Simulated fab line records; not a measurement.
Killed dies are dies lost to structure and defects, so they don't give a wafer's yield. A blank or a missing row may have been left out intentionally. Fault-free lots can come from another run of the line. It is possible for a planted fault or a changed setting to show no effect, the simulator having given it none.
Struck lot and sound lot, side by side || flow sky130 || 36 steps out of a route of 708
Sound: these wafers, L623.1, L623.2, L623.3. Wafers L617.2, L617.3, L617.6 were the ones struck. At the end, the cause is stated.
For every step that has rows: the tool of each side, followed by ch and its chambers, followed by its first start. Under that, the readings that differ: sound wafers || struck wafers || difference of the means || sigmas: that difference in standard deviations of wafers without a fault.
alike: same words and numbers on both sides, and readings whose means sit less than 2 such deviations apart. not compared: any withheld reading, any reading some wafer has no value for, any bound like >300 that may hide the same value, and any number with overlapping values for which the record gives no deviation.
The two part at a step that has a row with sigmas, a row that says differs or no value, or rows on one side only. Non-overlapping numbers with no deviation appear without sigmas and do not part them. Lack of a reading on every wafer of one side parts them only where that side has two or more wafers.

first, 10 steps without rows for these wafers: SKY_POLY_CUT_ETCH_10 (etches BARC in N2/H2, stops on SiO2, time 45.9 s, target depth 60 nm); SKY_POLY_CUT_ETCH_11 (etches Si3N4 in CF4/CH2F2/Ar, stops on poly-Si, time 42.5 s, target depth 60 nm); SKY_POLY_CUT_STRIP_12 (strips in O2/N2); SKY_SD_P_DEHYDRATE_00 (time 60 s); SKY_SD_P_HMDS_01 (prime time 60 s); SKY_SD_P_COAT_02 (resist thk 1140 nm); SKY_SD_P_SOFTBAKE_03 (time 60 s); SKY_SD_P_EXPOSE_04 (exposes mask PSDM, target cd 380 nm); SKY_SD_P_PEB_05; SKY_SD_P_DEVELOP_06 (develop time 60 s).
SKY_SD_P_IMPLANT_09:
  sound on implanter-02 ch 0, day 33 09:47; struck on implanter-03 ch 0, day 31 12:59
SKY_SD_P_STRIP_10: strips in O2/N2.
  sound on plasma_asher-03 ch 0,1, day 33 09:56; struck on plasma_asher-04 ch 0,1, day 31 13:07
{"reading": "drypump_motor_current_A (A)", "sound": "5.31 5.27 5.34", "struck": "5.86 5.92 5.91", "difference": "+0.59", "sigmas": "+2"}
{"reading": "oes_product_au (a.u.)", "sound": "0.624 0.620 0.624", "struck": "0.582 0.588 0.584", "difference": -0.038, "sigmas": -9}
{"reading": "strip_time_to_endpoint_s (s)", "sound": "17.52 17.49 17.51", "struck": "18.96 18.95 18.97", "difference": "+1.45", "sigmas": "+35"}
  not compared: rf_hours_counter_h
SKY_SD_P_TW_MEAS_11:
  sound: film_metro-02 at day 33 10:02; struck: film_metro-03 at day 31 13:13
{"reading": "SD_P_TW", "sound": "2784 2805 2805", "struck": "3059 3067 3072", "difference": "+268", "sigmas": "+11"}
then, 21 steps without rows for these wafers: SKY_RES_XHIGH_DEHYDRATE_00 (time 60 s); SKY_RES_XHIGH_HMDS_01 (prime time 60 s); SKY_RES_XHIGH_COAT_02 (resist thk 1140 nm); SKY_RES_XHIGH_SOFTBAKE_03 (time 60 s); SKY_RES_XHIGH_EXPOSE_04 (exposes mask URPM, target cd 1270 nm); SKY_RES_XHIGH_PEB_05; SKY_RES_XHIGH_DEVELOP_06 (develop time 60 s); SKY_RES_XHIGH_IMPLANT_07; SKY_RES_XHIGH_STRIP_08 (strips in O2/N2); SKY_SD_N_DEHYDRATE_00 (time 60 s); SKY_SD_N_HMDS_01 (prime time 60 s); SKY_SD_N_COAT_02 (resist thk 1140 nm); SKY_SD_N_SOFTBAKE_03 (time 60 s); SKY_SD_N_EXPOSE_04 (exposes mask NSDM, target cd 380 nm); SKY_SD_N_PEB_05; SKY_SD_N_DEVELOP_06 (develop time 60 s); SKY_SD_N_IMPLANT_09; SKY_SD_N_IMPLANT_10; SKY_SD_N_STRIP_11 (strips in O2/N2); SKY_SD_N_CLEAN_13 (cleans in SC1/SC2, time 150 s); SKY_SD_N_RTA_14 (time 2 s).
-- the record jumps here: 2 days lie between the struck wafers' starts before and after --
SKY_SD_N_RS_MEAS_17: measures by four-point-probe.
  sound: film_metro-02 at day 35 17:21; struck: film_metro-02 at day 33 21:07
{"reading": "SD_P_RS (ohm/sq)", "sound": "147.1 146.9 147.3", "struck": "137.3 137.3 137.4", "difference": -9.8, "sigmas": -24}
-- here the record skips 17 days between the struck wafers' starts before and after, leaving off in module SD_N and picking up in module PAD_OPEN (first step shown: number 708 of the route) --
SKY_PAD_OPEN_PROBE_99:
  sound: prober-01 at day 51 17:01; struck: prober-01 at day 50 09:44
{"reading": "model.etest.res_pdiff.line_ohm_um", "sound": "1392 1406 1427", "struck": "1173 1158 1174", "difference": -240, "sigmas": ""}
{"reading": "model.etest.res_high_po.line_ohm_um", "sound": "740.4 736.1 736.8", "struck": "509.1 516.6 517.2", "difference": -223.5, "sigmas": ""}
{"reading": "model.etest.licon_high_po.rc_ohm", "sound": "357.3 354.7 355.7", "struck": "180.6 190.6 190.9", "difference": -168.5, "sigmas": ""}
{"reading": "model.etest.pfet_g5v0d10v5.r_on_ohm_um", "sound": "4694 4771 4696", "struck": "4659 4684 4683", "difference": -45, "sigmas": ""}
{"reading": "model.etest.licon_pdiff.rc_ohm", "sound": "603.1 598.8 595.1", "struck": "481.7 475.3 473.1", "difference": -122.3, "sigmas": ""}
{"reading": "model.etest.pfet_01v8.r_on_ohm_um", "sound": "2908 2935 2895", "struck": "2726 2785 2777", "difference": -150, "sigmas": ""}
{"reading": "model.etest.res_high_po.rs_ohm_sq", "sound": "261 262.5 259.6", "struck": "177.2 177.6 181.9", "difference": -82.1, "sigmas": ""}
{"reading": "model.etest.res_pdiff_hv.rs_ohm_sq", "sound": "191.1 189.8 192.5", "struck": "158.8 160.7 161.4", "difference": -30.8, "sigmas": ""}
  alike: killed_at_M0_to_M3, killed_at_M4_up, killed_at_contacts, killed_at_front_end, killed_at_other, killed_dies, killed_open, killed_short

== WHERE THEY PART ==
At SKY_SD_P_STRIP_10 first; at SKY_SD_N_RS_MEAS_17 last (within this record only). Later steps at which nothing parts them and some readings are alike: SKY_PAD_OPEN_PROBE_99.

WHY: what the simulator had put in
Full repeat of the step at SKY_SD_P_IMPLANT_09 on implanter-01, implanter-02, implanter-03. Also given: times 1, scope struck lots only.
